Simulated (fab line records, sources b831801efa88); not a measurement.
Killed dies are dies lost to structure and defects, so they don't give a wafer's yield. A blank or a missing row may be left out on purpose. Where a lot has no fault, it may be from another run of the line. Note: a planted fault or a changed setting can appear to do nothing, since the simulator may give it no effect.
Which tool was responsible? | flow sky130 | Sampling: 11 lots, 33 wafers, 5 of 708 route steps

== WHAT THE GAUGES READ, wafer by wafer ==
SKY_VIA2_RS_MEAS_22: uses a four-point probe to measure.
lot  | measured     | on            | VIA2_W_RS (ohm/sq)
L377 | day 37 12:08 | film metro-03 | 0.275 0.271 0.272
L378 | day 37 12:51 | film metro-01 | 0.275 0.277 0.273
L379 | day 38 11:38 | film metro-01 | 0.273 0.275 0.275
L383 | day 39 17:36 | film metro-03 | 0.277 0.274 0.275
L388 | day 41 04:44 | film metro-04 | 0.312 0.313 0.310
L390 | day 41 02:45 | film metro-04 | 0.273 0.274 0.272
L389 | day 41 06:53 | film metro-01 | 0.278 0.271 0.276
L392 | day 41 05:47 | film metro-01 | 0.269 0.269 0.272
L391 | day 41 05:19 | film metro-01 | 0.312 0.311 0.317
L393 | day 41 12:35 | film metro-03 | 0.310 0.307 0.309
L399 | day 42 23:27 | film metro-04 | 0.267 0.271 0.270

== WHAT TOOL EACH LOT RAN ON (gives the tool, then ch and the chambers of the sampled wafers, and finally the start) ==
lot  | SKY_LDD_N_STRIP_16                   | SKY_SD_N_RTA_14                  | SKY_LI_CONTACT_SPUTTER_19    | SKY_VIA2_CVD_21
L377 | plasma asher-04 ch 0,1, day 19 06:14 | rtp anneal-02 ch 0, day 29 04:58 | pvd sputter-03, day 30 10:58 | cvd w-01 ch 0,1, day 37 12:00
L378 | plasma asher-01 ch 0,1, day 19 06:56 | rtp anneal-01 ch 0, day 29 05:31 | pvd sputter-01, day 30 11:28 | cvd w-02 ch 0,1, day 37 12:43
L379 | plasma asher-01 ch 0,1, day 20 11:14 | rtp anneal-01 ch 0, day 30 08:02 | pvd sputter-03, day 31 12:58 | cvd w-01 ch 0,1, day 38 11:31
L383 | plasma asher-01 ch 0,1, day 21 15:50 | rtp anneal-02 ch 0, day 31 10:04 | pvd sputter-04, day 32 15:10 | cvd w-01 ch 1, day 39 17:28
L388 | plasma asher-04 ch 0,1, day 22 15:07 | rtp anneal-02 ch 0, day 33 08:26 | pvd sputter-03, day 34 11:51 | cvd w-01 ch 0,1, day 41 04:37
L390 | plasma asher-04 ch 0,1, day 22 16:09 | rtp anneal-02 ch 0, day 33 06:58 | pvd sputter-03, day 34 10:22 | cvd w-01 ch 0,1, day 41 02:37
L389 | plasma asher-04 ch 0,1, day 22 22:47 | rtp anneal-01 ch 0, day 33 09:43 | pvd sputter-01, day 34 14:25 | cvd w-02 ch 0,1, day 41 06:45
L392 | plasma asher-01 ch 0,1, day 23 16:49 | rtp anneal-01 ch 0, day 33 08:44 | pvd sputter-01, day 34 11:55 | cvd w-02 ch 0,1, day 41 05:39
L391 | plasma asher-01 ch 0,1, day 23 17:29 | rtp anneal-02 ch 0, day 33 09:02 | pvd sputter-04, day 34 12:17 | cvd w-01 ch 0,1, day 41 05:10
L393 | plasma asher-04 ch 0,1, day 24 01:32 | rtp anneal-02 ch 0, day 33 14:17 | pvd sputter-03, day 34 18:18 | cvd w-01 ch 1, day 41 12:26
L399 | plasma asher-02 ch 0,1, day 25 20:50 | rtp anneal-02 ch 0, day 35 07:31 | pvd sputter-04, day 36 10:29 | cvd w-02 ch 0,1, day 42 23:19
- SKY_LDD_N_STRIP_16: strips in O2/N2.
- SKY_SD_N_RTA_14: time 2 s.
- SKY_LI_CONTACT_SPUTTER_19: material Ti, target thk 20 nm, time 106.37 s.
- SKY_VIA2_CVD_21: deposits W, target thk 420 nm, time 126.4 s.

== THE ANSWER, worked out from the rows above alone ==
Rule: the usual values come from the lots themselves. Put in order of their means at a reading, lots are off if they are a third of the lots or fewer, leave a main group of 4 or more, and stand apart from it by a gap of 3 or more times the standard deviation of the main group's means; of several such gaps the widest counts. If all means in a main group match to the digits the tables above print for the reading, that group is not used. Also off: a lot with no number at a reading for which 4 or more lots have one. The other lots that the step has rows for count as sound.
Off: at SKY_VIA2_RS_MEAS_22 (VIA2_W_RS), L388, L391, L393. The main group has a mean of 0.273 ohm/sq with a standard deviation of 0.0022.
If a tool, at a process step before that reading, ran all the lots that are off and no sound lot after the first of them, it fits. Those tools and the gauges at SKY_VIA2_RS_MEAS_22 are tried in the same way. One fits: cvd w-01 at SKY_VIA2_CVD_21. Its last sound lot is L390 (day 41 02:37), its first lot that is off L388 (day 41 04:37): a fault that began between those two fits.

== WHAT THE SIMULATOR HAD PUT IN ==
Site profile drift: cvd w-01, from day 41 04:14 on, at SKY_VIA2_CVD_21. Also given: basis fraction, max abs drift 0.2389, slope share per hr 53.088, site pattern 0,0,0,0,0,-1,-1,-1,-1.
Shown lots that were struck: L388, L391, L393. The rule above reached the same finding.
